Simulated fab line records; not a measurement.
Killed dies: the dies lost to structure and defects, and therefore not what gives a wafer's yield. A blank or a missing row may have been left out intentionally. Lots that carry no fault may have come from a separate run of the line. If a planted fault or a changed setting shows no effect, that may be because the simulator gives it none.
Comparing a struck lot with a sound one | flow sky130 | 42 steps out of a route of 708
Sound: wafers L229.3, L229.5, L229.6. Struck: wafer L244.2. (L244.5, L244.6 of the same lot were not struck and are left out.) The cause comes at the end.
Order at every step that has rows: each side's tool, ch and its chambers, its first start. Under that, the readings that differ: sound wafers | struck wafers | difference of the means | sigmas: that difference in standard deviations of wafers without a fault.
alike: readings whose means differ by less than 2 such deviations, and words and numbers that are the same on both sides. not compared: withheld readings, readings that some wafer has no value for, bounds like >300 that may hide the same value, and numbers for which the record gives no deviation and whose values overlap.
Wherever a step has rows on one side only, a row that says differs or no value, or a row with sigmas, the two part there. When numbers do not overlap yet have no deviation, they are printed without sigmas and do not part them. A reading that every wafer of one side lacks parts them only if that side has two wafers or more.

SKY_NWELL_OVL_MEAS_10:
  struck on overlay-01, day 9 00:32; sound on overlay-01, day 4 12:50
  alike: NWELL_00_OVL
then, 3 steps without rows for these wafers: SKY_NWELL_IMPLANT_11; SKY_NWELL_IMPLANT_12; SKY_NWELL_IMPLANT_13.
SKY_NWELL_STRIP_14: strips in O2/N2.
  sound on plasma asher-03 ch 0,1, day 4 13:20; struck on plasma asher-03 ch 0, day 9 01:01
  reading                | sound             | struck | difference                   | sigmas
  oes product au (a.u.)  | 0.725 0.729 0.722 | 0.714  | -0.011                       | -3
  rf hours counter h (h) | - - -             | 49     | no value on the sound wafers |
  alike: drypump motor current A, o2 flow sccm, strip time to endpoint s
SKY_NWELL_TW_MEAS_15:
  struck on film metro-02, day 9 01:07; sound on film metro-02, day 4 13:26
  alike: NWELL_TW
then, 6 steps without rows for these wafers: SKY_NWELL_DEHYDRATE_16 (time 60 s); SKY_NWELL_HMDS_17 (prime time 60 s); SKY_NWELL_COAT_18 (resist thk 3000 nm); SKY_NWELL_SOFTBAKE_19; SKY_NWELL_EXPOSE_20 (exposes mask NWM COMPLEMENT, target cd 840 nm); SKY_NWELL_PEB_21.
SKY_NWELL_DEVELOP_22: develop time 60 s.
  sound on litho track-02 ch 0, day 5 06:00; struck on litho track-02 ch 0, day 9 22:00
SKY_NWELL_OVL_MEAS_23:
  struck on overlay-01, day 9 22:41; sound on overlay-02, day 5 07:02
  alike: NWELL_01_OVL
next, for these wafers, 1 step has no rows: SKY_NWELL_IMPLANT_24.
SKY_NWELL_STRIP_25: strips in O2/N2.
  sound on plasma asher-04 ch 0,1, day 5 07:14; struck on plasma asher-01 ch 0, day 9 22:52
  reading                | sound | struck | difference                   | sigmas
  rf hours counter h (h) | - - - | 41     | no value on the sound wafers |
  alike: drypump motor current A, o2 flow sccm, oes product au, strip time to endpoint s
SKY_NWELL_TW_MEAS_26:
  struck on film metro-03, day 9 22:58; sound on film metro-02, day 5 07:20
  alike: NWELL_2_TW
then, 1 step without rows for these wafers: SKY_NWELL_CLEAN_27 (cleans in SC1/SC2, time 150 s).
SKY_NWELL_RTA_28: time 30 s.
  sound on rtp anneal-02 ch 0, day 5 07:28; struck on rtp anneal-02 ch 0, day 9 23:05
  reading            | sound             | struck | difference | sigmas
  lamp power pct (%) | 25.40 25.32 25.43 | 25.25  | -0.13      | -3
  alike: wafer_temp_C_max
SKY_NWELL_RS_MEAS_29: measurement is done with a four-point probe.
  struck on film metro-04, day 9 23:11; sound on film metro-03, day 5 07:34
  alike: NWELL_RS
SKY_NWELL_RS_MEAS_31: measurement is done with a four-point probe.
  struck on film metro-04, day 9 23:26; sound on film metro-03, day 5 07:48
  alike: PWDE_RS
then, 7 steps without rows for these wafers: SKY_VT_ADJUST_HVTP_DEHYDRATE_00 (time 60 s); SKY_VT_ADJUST_HVTP_HMDS_01 (prime time 60 s); SKY_VT_ADJUST_HVTP_COAT_02 (resist thk 1140 nm); SKY_VT_ADJUST_HVTP_SOFTBAKE_03 (time 60 s); SKY_VT_ADJUST_HVTP_EXPOSE_04 (exposes mask HVTPM, target cd 380 nm); SKY_VT_ADJUST_HVTP_PEB_05; SKY_VT_ADJUST_HVTP_DEVELOP_06 (develop time 60 s).
SKY_VT_ADJUST_HVTP_CD_MEAS_07: target cd 380 nm.
  struck on cd sem-02, day 10 21:44; sound on cd sem-01, day 6 01:19
  alike: cd nm
SKY_VT_ADJUST_HVTP_OVL_MEAS_08:
  struck on overlay-01, day 10 21:51; sound on overlay-01, day 6 01:24
  alike: VT_ADJUST_HVTP_OVL
next, for these wafers, 1 step has no rows: SKY_VT_ADJUST_HVTP_IMPLANT_09.
SKY_VT_ADJUST_HVTP_STRIP_10: strips in O2/N2.
  sound on plasma asher-03 ch 0,1, day 6 01:37; struck on plasma asher-04 ch 0, day 10 22:02
  reading                      | sound             | struck | difference                   | sigmas
  o2 flow sccm (sccm)          | 2989 2987 2993    | 3009   | +19                          | +2
  rf hours counter h (h)       | - - -             | 55     | no value on the sound wafers |
  strip time to endpoint s (s) | 14.23 14.19 14.25 | 14.10  | -0.12                        | -3
  alike: drypump motor current A, oes product au
SKY_VT_ADJUST_HVTP_TW_MEAS_11:
  struck on film metro-01, day 10 22:08; sound on film metro-01, day 6 01:42
  alike: VT_ADJUST_HVTP_TW
then, 7 steps without rows for these wafers: SKY_VT_ADJUST_LVTN_DEHYDRATE_00 (time 60 s); SKY_VT_ADJUST_LVTN_HMDS_01 (prime time 60 s); SKY_VT_ADJUST_LVTN_COAT_02 (resist thk 3000 nm); SKY_VT_ADJUST_LVTN_SOFTBAKE_03; SKY_VT_ADJUST_LVTN_EXPOSE_04 (exposes mask NWM COMPLEMENT LESS NATIVE, target cd 840 nm); SKY_VT_ADJUST_LVTN_PEB_05; SKY_VT_ADJUST_LVTN_DEVELOP_06 (develop time 60 s).
SKY_VT_ADJUST_LVTN_OVL_MEAS_07:
  struck on overlay-01, day 11 21:50; sound on overlay-01, day 6 19:13
  alike: VT_ADJUST_LVTN_OVL
-- record jumps: 38 days separate the struck wafers' starts on either side; left off in module VT_ADJUST_LVTN, taken up again in module PAD_OPEN, whose first shown step is the route's number 708 --
SKY_PAD_OPEN_PROBE_99:
  struck on prober-01, day 50 08:42; sound on prober-02, day 45 22:37
  reading                                 | sound          | struck | difference | sigmas
  killed_at_M4_up                         | 4 1 2          | 6      | +4         | +2
  model.etest.res iso pwell.width nm (nm) | 2634 2628 2616 | 2612   | -14        |
  alike: killed_at_M0_to_M3, killed at contacts, killed at front end, killed at other, killed dies, killed on rim, killed open, killed short
  not compared: model.etest.res nwell.width nm

## WHERE THEY PART
Last at SKY_PAD_OPEN_PROBE_99 as far as this record goes, first at SKY_NWELL_STRIP_14.

WHY: what had been put in by the simulator
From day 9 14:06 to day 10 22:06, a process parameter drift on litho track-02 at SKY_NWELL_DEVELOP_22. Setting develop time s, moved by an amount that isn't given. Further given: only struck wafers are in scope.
